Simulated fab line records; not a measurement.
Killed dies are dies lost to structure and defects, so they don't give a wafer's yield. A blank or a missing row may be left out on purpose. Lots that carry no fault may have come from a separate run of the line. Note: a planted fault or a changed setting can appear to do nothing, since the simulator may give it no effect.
Which tool did it? / flow gf180mcu / 7 lots, 21 wafers sampled, at 2 steps of a route of 602

== WHAT THE GAUGES READ, wafer by wafer ==
GF_M4_RS_MEAS_05: the measuring method here is four-point-probe.
lot=L529; measured=day 23 00:47; on=film-metro-02; M4_ALCU_RS (ohm/sq)=0.0692 0.0680 0.0688
lot=L531; measured=day 23 17:25; on=film-metro-03; M4_ALCU_RS (ohm/sq)=0.0677 0.0678 0.0689
lot=L536; measured=day 25 05:33; on=film-metro-02; M4_ALCU_RS (ohm/sq)=0.0682 0.0690 0.0687
lot=L539; measured=day 26 07:20; on=film-metro-02; M4_ALCU_RS (ohm/sq)=0.0687 0.0690 0.0696
lot=L544; measured=day 28 00:08; on=film-metro-04; M4_ALCU_RS (ohm/sq)=0.0691 0.0694 0.0691
lot=L548; measured=day 29 05:15; on=film-metro-02; M4_ALCU_RS (ohm/sq)=0.0692 0.0685 0.0689
lot=L551; measured=day 29 20:14; on=film-metro-04; M4_ALCU_RS (ohm/sq)=0.0697 0.0689 0.0694

== WHAT TOOL EACH LOT RAN ON (gives the tool, then ch and the chambers of the sampled wafers, and finally the start) ==
lot=L529; GF_V3_CMP_26=cmp-02 ch 1,2,3, day 23 00:14
lot=L531; GF_V3_CMP_26=cmp-01 ch 0,2,3, day 23 16:53
lot=L536; GF_V3_CMP_26=cmp-02 ch 0,2,3, day 25 05:01
lot=L539; GF_V3_CMP_26=cmp-01 ch 0,3, day 26 06:52
lot=L544; GF_V3_CMP_26=cmp-02 ch 0,1,2, day 27 23:38
lot=L548; GF_V3_CMP_26=cmp-01 ch 1,3, day 29 04:41
lot=L551; GF_V3_CMP_26=cmp-02 ch 1,3, day 29 19:41
- GF_V3_CMP_26: polishes, stops on SiO2, t overpolish 15 s, target thk 0 nm.

== THE ANSWER, worked out from the rows above alone ==
Rule: what is usual is taken from the lots themselves. Put in order of their means at a reading, lots are off if they are a third of the lots or fewer, leave a main group of 4 or more, and stand apart from it by a gap of 3 or more times the standard deviation of the main group's means; of several such gaps the widest counts. A main group is skipped when, at the precision printed for the reading in the tables above, its means are all equal. Also off: a lot with no number at a reading for which 4 or more lots have one. All remaining lots with rows at the step are treated as sound.
No lot is off at any reading shown: from this, nothing can be told.

== WHAT HAD BEEN PUT IN BY THE SIMULATOR ==
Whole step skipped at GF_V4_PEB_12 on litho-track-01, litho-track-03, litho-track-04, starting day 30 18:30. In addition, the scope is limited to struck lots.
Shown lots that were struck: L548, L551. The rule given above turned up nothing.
